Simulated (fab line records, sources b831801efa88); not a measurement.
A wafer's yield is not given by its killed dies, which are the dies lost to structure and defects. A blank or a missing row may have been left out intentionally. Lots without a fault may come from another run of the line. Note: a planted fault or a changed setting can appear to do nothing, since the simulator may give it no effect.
Which tool is to blame? / flow sky130 / 13 lots with 39 wafers sampled at 5 steps, on a route of 708 steps

## WHAT EACH GAUGE READ, for each wafer
SKY_FIELD_ISO_THK_MEAS_23.
lot=L209; measured=day 2 06:19; on=film-metro-02; FIELD_ISO_OXIDATION_01_THK (nm)=9.84 10.02 9.92
lot=L212; measured=day 2 23:08; on=film-metro-04; FIELD_ISO_OXIDATION_01_THK (nm)=10.12 10.02 9.77
lot=L215; measured=day 3 15:47; on=film-metro-02; FIELD_ISO_OXIDATION_01_THK (nm)=9.85 10.04 9.91
lot=L217; measured=day 4 07:14; on=film-metro-01; FIELD_ISO_OXIDATION_01_THK (nm)=10.40 10.09 10.32
lot=L220; measured=day 4 14:29; on=film-metro-02; FIELD_ISO_OXIDATION_01_THK (nm)=9.94 9.82 9.78
lot=L221; measured=day 5 02:21; on=film-metro-02; FIELD_ISO_OXIDATION_01_THK (nm)=10.05 10.09 9.95
lot=L222; measured=day 5 02:22; on=film-metro-01; FIELD_ISO_OXIDATION_01_THK (nm)=10.15 10.17 10.09
lot=L223; measured=day 5 10:11; on=film-metro-04; FIELD_ISO_OXIDATION_01_THK (nm)=10.11 10.03 9.83
lot=L226; measured=day 6 01:44; on=film-metro-02; FIELD_ISO_OXIDATION_01_THK (nm)=10.01 9.76 9.90
lot=L227; measured=day 6 08:34; on=film-metro-02; FIELD_ISO_OXIDATION_01_THK (nm)=9.70 9.69 9.82
lot=L229; measured=day 6 16:08; on=film-metro-04; FIELD_ISO_OXIDATION_01_THK (nm)=9.87 9.95 9.92
lot=L230; measured=day 6 22:50; on=film-metro-04; FIELD_ISO_OXIDATION_01_THK (nm)=9.64 9.91 10.08
lot=L232; measured=day 7 07:30; on=film-metro-01; FIELD_ISO_OXIDATION_01_THK (nm)=9.67 9.72 9.60

SKY_VT_ADJUST_LVTN_TW_MEAS_21.
lot=L209; measured=day 7 16:44; on=film-metro-01; VT_ADJUST_LVTN_2_TW=190.0 188.6 189.1
lot=L212; measured=day 9 04:08; on=film-metro-04; VT_ADJUST_LVTN_2_TW=231.4 231.2 232.2
lot=L215; measured=day 10 03:20; on=film-metro-04; VT_ADJUST_LVTN_2_TW=230.8 229.8 231.4
lot=L217; measured=day 10 12:39; on=film-metro-01; VT_ADJUST_LVTN_2_TW=229.2 229.9 229.4
lot=L220; measured=day 10 18:41; on=film-metro-04; VT_ADJUST_LVTN_2_TW=190.5 189.6 189.5
lot=L221; measured=day 11 14:22; on=film-metro-03; VT_ADJUST_LVTN_2_TW=185.2 186.8 186.7
lot=L222; measured=day 11 12:40; on=film-metro-01; VT_ADJUST_LVTN_2_TW=188.7 189.0 188.8
lot=L223; measured=day 12 01:20; on=film-metro-04; VT_ADJUST_LVTN_2_TW=189.5 189.8 189.1
lot=L226; measured=day 12 19:55; on=film-metro-03; VT_ADJUST_LVTN_2_TW=188.0 187.2 187.5
lot=L227; measured=day 13 04:41; on=film-metro-04; VT_ADJUST_LVTN_2_TW=189.2 189.6 188.5
lot=L229; measured=day 13 13:49; on=film-metro-01; VT_ADJUST_LVTN_2_TW=190.3 190.1 190.5
lot=L230; measured=day 14 05:54; on=film-metro-01; VT_ADJUST_LVTN_2_TW=189.8 190.7 189.9
lot=L232; measured=day 14 12:09; on=film-metro-03; VT_ADJUST_LVTN_2_TW=186.5 186.9 185.4

SKY_LI_CONTACT_CD_MEAS_12 targets a cd of 170 nm.
lot=L209; measured=day 29 10:19; on=cd-sem-01; cd-nm (nm)=169.1 168.9 168.5
lot=L212; measured=day 30 22:32; on=cd-sem-01; cd-nm (nm)=170.8 170.7 171.4
lot=L215; measured=day 32 07:50; on=cd-sem-01; cd-nm (nm)=171.9 170.0 171.4
lot=L217; measured=day 33 01:24; on=cd-sem-01; cd-nm (nm)=170.0 168.1 170.0
lot=L220; measured=day 33 06:10; on=cd-sem-01; cd-nm (nm)=170.9 169.7 170.6
lot=L221; measured=day 33 23:29; on=cd-sem-01; cd-nm (nm)=167.0 168.5 168.3
lot=L222; measured=day 33 19:14; on=cd-sem-01; cd-nm (nm)=168.5 169.2 168.8
lot=L223; measured=day 34 17:55; on=cd-sem-01; cd-nm (nm)=169.4 170.3 169.7
lot=L226; measured=day 35 05:04; on=cd-sem-01; cd-nm (nm)=168.4 169.9 169.0
lot=L227; measured=day 35 09:47; on=cd-sem-02; cd-nm (nm)=172.2 171.1 171.8
lot=L229; measured=day 35 15:53; on=cd-sem-01; cd-nm (nm)=168.9 169.8 169.6
lot=L230; measured=day 36 13:23; on=cd-sem-02; cd-nm (nm)=168.1 169.9 168.5
lot=L232; measured=day 36 15:44; on=cd-sem-01; cd-nm (nm)=168.8 168.8 168.8

SKY_CONTACT_CD_MEAS_14 targets a cd of 170 nm.
lot=L209; measured=day 31 21:58; on=cd-sem-01; cd-nm (nm)=168.1 167.5 167.3
lot=L212; measured=day 33 08:47; on=cd-sem-02; cd-nm (nm)=170.6 170.9 168.6
lot=L215; measured=day 34 16:02; on=cd-sem-02; cd-nm (nm)=167.9 168.5 168.5
lot=L217; measured=day 35 09:48; on=cd-sem-01; cd-nm (nm)=171.2 170.1 172.0
lot=L220; measured=day 35 12:34; on=cd-sem-01; cd-nm (nm)=171.7 171.5 170.0
lot=L221; measured=day 36 08:32; on=cd-sem-01; cd-nm (nm)=172.1 171.9 172.3
lot=L222; measured=day 36 02:15; on=cd-sem-02; cd-nm (nm)=169.7 170.7 169.8
lot=L223; measured=day 37 02:41; on=cd-sem-02; cd-nm (nm)=167.7 166.6 167.5
lot=L226; measured=day 37 13:41; on=cd-sem-01; cd-nm (nm)=171.2 170.3 169.6
lot=L227; measured=day 37 16:34; on=cd-sem-02; cd-nm (nm)=169.5 169.0 170.3
lot=L229; measured=day 37 23:02; on=cd-sem-01; cd-nm (nm)=171.1 171.8 171.7
lot=L230; measured=day 38 19:23; on=cd-sem-01; cd-nm (nm)=168.0 170.0 169.3
lot=L232; measured=day 38 22:05; on=cd-sem-02; cd-nm (nm)=170.8 170.0 170.9

## EACH LOT AND THE TOOL THAT RAN IT (in order: tool; ch and the chambers of the sampled wafers; start)
lot=L209; SKY_VT_ADJUST_LVTN_IMPLANT_19=implanter-01 ch 0, day 7 16:31
lot=L212; SKY_VT_ADJUST_LVTN_IMPLANT_19=implanter-02 ch 0, day 9 03:34
lot=L215; SKY_VT_ADJUST_LVTN_IMPLANT_19=implanter-01 ch 0, day 10 02:46
lot=L217; SKY_VT_ADJUST_LVTN_IMPLANT_19=implanter-03 ch 0, day 10 12:06
lot=L220; SKY_VT_ADJUST_LVTN_IMPLANT_19=implanter-03 ch 0, day 10 18:28
lot=L221; SKY_VT_ADJUST_LVTN_IMPLANT_19=implanter-01 ch 0, day 11 14:07
lot=L222; SKY_VT_ADJUST_LVTN_IMPLANT_19=implanter-01 ch 0, day 11 12:26
lot=L223; SKY_VT_ADJUST_LVTN_IMPLANT_19=implanter-03 ch 0, day 12 01:07
lot=L226; SKY_VT_ADJUST_LVTN_IMPLANT_19=implanter-01 ch 0, day 12 19:40
lot=L227; SKY_VT_ADJUST_LVTN_IMPLANT_19=implanter-03 ch 0, day 13 04:26
lot=L229; SKY_VT_ADJUST_LVTN_IMPLANT_19=implanter-02 ch 0, day 13 13:34
lot=L230; SKY_VT_ADJUST_LVTN_IMPLANT_19=implanter-02 ch 0, day 14 05:41
lot=L232; SKY_VT_ADJUST_LVTN_IMPLANT_19=implanter-02 ch 0, day 14 11:56
- SKY_VT_ADJUST_LVTN_IMPLANT_19

## AS READ BY THE TOOLS THEMSELVES (means over the sampled wafers that have a number; for cases with no such wafer, the mark the record gives instead)
SKY_VT_ADJUST_LVTN_IMPLANT_19.
lot=L209; tool=implanter-01; dose-ions-cm2=6.5e+11; end-station-pressure-torr (Torr)=5e-06; faraday-current-uA=3.68
lot=L212; tool=implanter-02; dose-ions-cm2=6.5e+11; end-station-pressure-torr (Torr)=5e-06; faraday-current-uA=3.66
lot=L215; tool=implanter-01; dose-ions-cm2=6.5e+11; end-station-pressure-torr (Torr)=5e-06; faraday-current-uA=3.67
lot=L217; tool=implanter-03; dose-ions-cm2=6.5e+11; end-station-pressure-torr (Torr)=5e-06; faraday-current-uA=3.70
lot=L220; tool=implanter-03; dose-ions-cm2=6.5e+11; end-station-pressure-torr (Torr)=5e-06; faraday-current-uA=3.66
lot=L221; tool=implanter-01; dose-ions-cm2=6.5e+11; end-station-pressure-torr (Torr)=5e-06; faraday-current-uA=3.69
lot=L222; tool=implanter-01; dose-ions-cm2=6.5e+11; end-station-pressure-torr (Torr)=5e-06; faraday-current-uA=3.59
lot=L223; tool=implanter-03; dose-ions-cm2=6.5e+11; end-station-pressure-torr (Torr)=5e-06; faraday-current-uA=3.70
lot=L226; tool=implanter-01; dose-ions-cm2=6.5e+11; end-station-pressure-torr (Torr)=5e-06; faraday-current-uA=3.78
lot=L227; tool=implanter-03; dose-ions-cm2=6.5e+11; end-station-pressure-torr (Torr)=5e-06; faraday-current-uA=3.67
lot=L229; tool=implanter-02; dose-ions-cm2=6.5e+11; end-station-pressure-torr (Torr)=5e-06; faraday-current-uA=3.66
lot=L230; tool=implanter-02; dose-ions-cm2=6.5e+11; end-station-pressure-torr (Torr)=5e-06; faraday-current-uA=3.67
lot=L232; tool=implanter-02; dose-ions-cm2=6.5e+11; end-station-pressure-torr (Torr)=5e-06; faraday-current-uA=3.64

## THE ANSWER, worked out from the rows above alone
Rule: the lots themselves supply what counts as usual. Put in order of their means at a reading, lots are off if they are a third of the lots or fewer, leave a main group of 4 or more, and stand apart from it by a gap of 3 or more times the standard deviation of the main group's means; of several such gaps the widest counts. If all means in a main group match to the digits the tables above print for the reading, that group is not used. Also off: a lot with no number at a reading for which 4 or more lots have one. Any other lot the step has rows for is counted as sound. The gauges are gone through in route order, then the tools' own readings, and for those a lot's mean is taken as printed above. The first step at which some lot is off is used, and at that step the reading that is off furthest; a lot without a number counts as furthest.
Off: at SKY_VT_ADJUST_LVTN_TW_MEAS_21 (VT_ADJUST_LVTN_2_TW), L212, L215, L217. Main group: mean 188.7, sd 1.4.
If a tool, at a process step before that reading, ran all the lots that are off and no sound lot after the first of them, it fits. Gauges at SKY_VT_ADJUST_LVTN_TW_MEAS_21: tried the same way as those tools. Not one of the candidates tried fits.

## WHAT WAS PUT IN BY THE SIMULATOR
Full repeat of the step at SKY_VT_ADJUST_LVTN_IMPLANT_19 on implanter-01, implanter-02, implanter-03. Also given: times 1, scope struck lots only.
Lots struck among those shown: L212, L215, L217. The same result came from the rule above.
